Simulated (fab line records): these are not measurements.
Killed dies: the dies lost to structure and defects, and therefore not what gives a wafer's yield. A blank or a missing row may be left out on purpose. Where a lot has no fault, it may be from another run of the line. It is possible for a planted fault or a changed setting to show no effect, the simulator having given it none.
Which tool is to blame? ; flow gf180mcu ; 11 lots with 33 wafers sampled at 7 steps, on a route of 602 steps

## WHAT THE GAUGES READ, wafer by wafer
GF_VT_IMPLANT_RS_MEAS_48: the measuring method here is four-point-probe. Usual: LVPWELL_RS typically reads 1197 ohm/sq, with standard deviation 3.1.
lot;measured;on;LVPWELL_RS (ohm/sq);flag
L656;day 7 13:51;film_metro-01;1199 1198 1198;
L657;day 7 20:25;film_metro-01;1204 1200 1201;
L658;day 7 23:32;film_metro-02;1197 1202 1198;
L659;day 8 07:12;film_metro-02;1196 1194 1195;
L660;day 8 15:44;film_metro-02;1194 1197 1198;
L663;day 9 11:38;film_metro-04;1198 1200 1202;
L665;day 10 00:15;film_metro-01;1198 1199 1199;
L673;day 12 07:08;film_metro-02;1196 1200 1203;
L674;day 12 12:37;film_metro-01;1196 1197 1194;
L676;day 13 03:08;film_metro-04;1191 1191 1192;
L679;day 14 03:25;film_metro-04;1201 1200 1201;

GF_POLY_GATE_OVL_MEAS_11. Usual: POLY_GATE_OVL typically reads 2 nm, with standard deviation 5.9.
lot;measured;on;POLY_GATE_OVL (nm);flag
L656;day 9 04:49;overlay-01;3 4 7;
L657;day 9 11:26;overlay-02;-2 -2 -3;
L658;day 9 16:28;overlay-01;-1 1 -2;
L659;day 9 23:04;overlay-02;-4 -1 -8;
L660;day 10 07:22;overlay-01;6 3 8;
L663;day 11 05:10;overlay-02;3 0 0;
L665;day 11 20:22;overlay-01;2 2 8;
L673;day 14 05:22;overlay-01;-2 4 -2;
L674;day 14 11:53;overlay-01;-6 2 -4;
L676;day 15 01:21;overlay-01;9 11 7;
L679;day 16 03:28;overlay-01;0 4 5;

GF_NSD_TW_MEAS_12. Usual: NSD_TW typically reads 4216, with standard deviation 30.
lot;measured;on;NSD_TW;flag
L656;day 13 08:43;film_metro-03;4207 4181 4205;
L657;day 13 15:43;film_metro-03;4251 4234 4222;
L658;day 13 21:38;film_metro-01;4252 4226 4249;
L659;day 14 10:30;film_metro-01;4207 4193 4243;
L660;day 14 13:05;film_metro-01;4221 4217 4213;
L663;day 15 15:09;film_metro-01;4201 4204 4204;
L665;day 16 09:10;film_metro-01;4206 4207 4184;
L673;day 19 03:44;film_metro-01;4215 4189 4218;
L674;day 19 11:25;film_metro-01;4088 4076 4065;OFF
L676;day 20 03:11;film_metro-03;4073 4095 4096;OFF
L679;day 21 08:38;film_metro-04;4252 4246 4254;

GF_PSD_RS_MEAS_14: the measuring method here is four-point-probe. Usual: NSD_RS typically reads 46.12 ohm/sq, with standard deviation 0.092.
lot;measured;on;NSD_RS (ohm/sq);flag
L656;day 14 04:55;film_metro-01;46.16 46.22 46.03;
L657;day 14 12:17;film_metro-04;46.26 46.27 46.19;
L658;day 14 19:14;film_metro-01;46.16 46.18 46.04;
L659;day 15 07:29;film_metro-03;46.16 46.01 46.05;
L660;day 15 11:08;film_metro-04;46.18 46.19 46.11;
L663;day 16 13:35;film_metro-03;46.04 46.04 45.95;
L665;day 17 08:34;film_metro-01;46.31 46.21 46.22;
L673;day 20 05:02;film_metro-03;46.09 46.19 46.14;
L674;day 20 12:47;film_metro-01;48.68 48.70 48.78;OFF
L676;day 21 03:57;film_metro-03;48.50 48.48 48.45;OFF
L679;day 22 09:23;film_metro-04;46.15 46.18 46.19;

## TOOL THAT RAN EACH LOT (tool first, then ch and the chambers of the sampled wafers, then the start)
lot;GF_MVSD_STRIP_10;GF_NSD_IMPLANT_09;GF_NSD_STRIP_11
L656;plasma_asher-01 ch 0,1, day 4 10:08;implanter-04 ch 0, day 13 08:19;plasma_asher-02 ch 0,1, day 13 08:36
L657;plasma_asher-01 ch 0,1, day 4 16:30;implanter-02 ch 0, day 13 15:21;plasma_asher-03 ch 0,1, day 13 15:38
L658;plasma_asher-02 ch 0,1, day 4 19:29;implanter-03 ch 0, day 13 21:14;plasma_asher-03 ch 0, day 13 21:32
L659;plasma_asher-01 ch 0, day 5 02:49;implanter-03 ch 0, day 14 10:07;plasma_asher-02 ch 0,1, day 14 10:23
L660;plasma_asher-01 ch 0, day 5 10:05;implanter-02 ch 0, day 14 12:41;plasma_asher-02 ch 0,1, day 14 12:59
L663;plasma_asher-01 ch 0,1, day 6 03:04;implanter-03 ch 0, day 15 14:45;plasma_asher-02 ch 1, day 15 15:03
L665;plasma_asher-04 ch 0,1, day 6 13:11;implanter-03 ch 0, day 16 08:46;plasma_asher-02 ch 0,1, day 16 09:03
L673;plasma_asher-04 ch 0,1, day 8 12:35;implanter-03 ch 0, day 19 03:20;plasma_asher-01 ch 0,1, day 19 03:38
L674;plasma_asher-04 ch 0,1, day 8 17:07;implanter-03 ch 0, day 19 11:02;plasma_asher-03 ch 0,1, day 19 11:19
L676;plasma_asher-01 ch 0,1, day 9 05:59;implanter-03 ch 0, day 20 02:47;plasma_asher-02 ch 0, day 20 03:05
L679;plasma_asher-01 ch 0,1, day 10 01:28;implanter-02 ch 0, day 21 08:14;plasma_asher-03 ch 0,1, day 21 08:32
- GF_MVSD_STRIP_10: strips in O2/N2.
- GF_NSD_IMPLANT_09
- GF_NSD_STRIP_11: strips in O2/N2.

## WHAT THE TOOLS THEMSELVES READ (means of the sampled wafers that have a number; where no wafer has one, the mark that the record gives instead)
GF_MVSD_STRIP_10. Usual: drypump_motor_current_A 6.2 A, standard deviation 0.51; heater_power_w 317 W, standard deviation 26; oes_product_au 0.722 a.u., standard deviation 0.0045; strip_time_to_endpoint_s 36.92 s, standard deviation 0.07.
lot;tool;drypump_motor_current_A (A);heater_power_w (W);oes_product_au (a.u.);strip_time_to_endpoint_s (s);flag
L656;plasma_asher-01;5.5;309;0.719;36.86;
L657;plasma_asher-01;5.8;323;0.725;36.87;
L658;plasma_asher-02;5.9;295;0.720;36.84;
L659;plasma_asher-01;5.3;282;0.721;36.94;
L660;plasma_asher-01;5.3;284;0.726;36.84;
L663;plasma_asher-01;5.8;325;0.722;36.92;
L665;plasma_asher-04;6.6;324;0.722;36.90;
L673;plasma_asher-04;6.6;322;0.725;36.95;
L674;plasma_asher-04;6.6;324;0.722;36.95;
L676;plasma_asher-01;5.5;300;0.719;36.95;
L679;plasma_asher-01;5.5;298;0.722;36.92;

GF_NSD_IMPLANT_09. Usual: beam_energy_keV 60.000, standard deviation 0.018; beam_on_s 17.1 s, standard deviation 1.3.
lot;tool;beam_energy_keV;beam_on_s (s);flag
L656;implanter-04;60.002;19.5;
L657;implanter-02;60.019;15.7;
L658;implanter-03;60.002;17.4;
L659;implanter-03;60.010;17.4;
L660;implanter-02;59.994;15.7;
L663;implanter-03;59.982;17.0;
L665;implanter-03;60.014;17.2;
L673;implanter-03;59.990;17.4;
L674;implanter-03;51.517;17.3;OFF
L676;implanter-03;51.517;17.4;OFF
L679;implanter-02;59.972;15.9;

GF_NSD_STRIP_11. Usual: drypump_motor_current_A 5.75 A, standard deviation 0.24; heater_power_w 306 W, standard deviation 37; oes_product_au 0.487 a.u., standard deviation 0.0045; strip_time_to_endpoint_s 23.03 s, standard deviation 0.037.
lot;tool;drypump_motor_current_A (A);heater_power_w (W);oes_product_au (a.u.);strip_time_to_endpoint_s (s);flag
L656;plasma_asher-02;5.92;300;0.485;23.01;
L657;plasma_asher-03;5.56;285;0.484;23.06;
L658;plasma_asher-03;5.41;258;0.486;23.07;
L659;plasma_asher-02;5.92;302;0.485;23.02;
L660;plasma_asher-02;5.86;320;0.487;23.06;
L663;plasma_asher-02;5.98;273;0.484;23.04;
L665;plasma_asher-02;5.86;326;0.488;23.01;
L673;plasma_asher-01;5.74;327;0.482;22.99;
L674;plasma_asher-03;5.72;311;0.500;21.84;OFF
L676;plasma_asher-02;5.83;346;0.499;21.91;OFF
L679;plasma_asher-03;5.57;285;0.491;23.05;

## THE ANSWER, worked out from the rows above alone
Rule: a lot counts as off when the mean over its wafers that have a number is more than 3 standard deviations away from the usual mean. Also off: a lot with no number at a reading for which 4 or more lots have one. All remaining lots with rows at the step are treated as sound. First the gauges in route order, then the tools' own readings, where a lot's mean is used as printed above. The first step at which some lot is off is used, and at that step the reading that is off furthest; a lot without a number counts as furthest.
Off: at GF_NSD_TW_MEAS_12 (NSD_TW), L674, L676.
A tool fits if, at a process step before that reading, it ran every lot that is off, and no sound lot after the first of them. Not tried: the gauges at GF_NSD_TW_MEAS_12; whatever is off there is also off at GF_NSD_IMPLANT_09, on other tools, and gauge error can't account for it. One fits: GF_NSD_IMPLANT_09 on implanter-03. Its last sound lot is L673 (day 19 03:20), its first lot that is off L674 (day 19 11:02): a fault that began between those two fits.
The tool's own readings at GF_NSD_IMPLANT_09 bear it out: on the lots that are off they differ by more than 5 times the standard deviation of the sound lots' means. beam_energy_keV reads 51.517 there against 59.998 on the sound lots.

## WHAT HAD BEEN PUT IN BY THE SIMULATOR
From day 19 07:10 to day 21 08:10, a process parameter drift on implanter-03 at GF_NSD_IMPLANT_09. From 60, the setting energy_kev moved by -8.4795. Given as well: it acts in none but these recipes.
Lots struck among those shown: L674, L676. The rule above found the same.
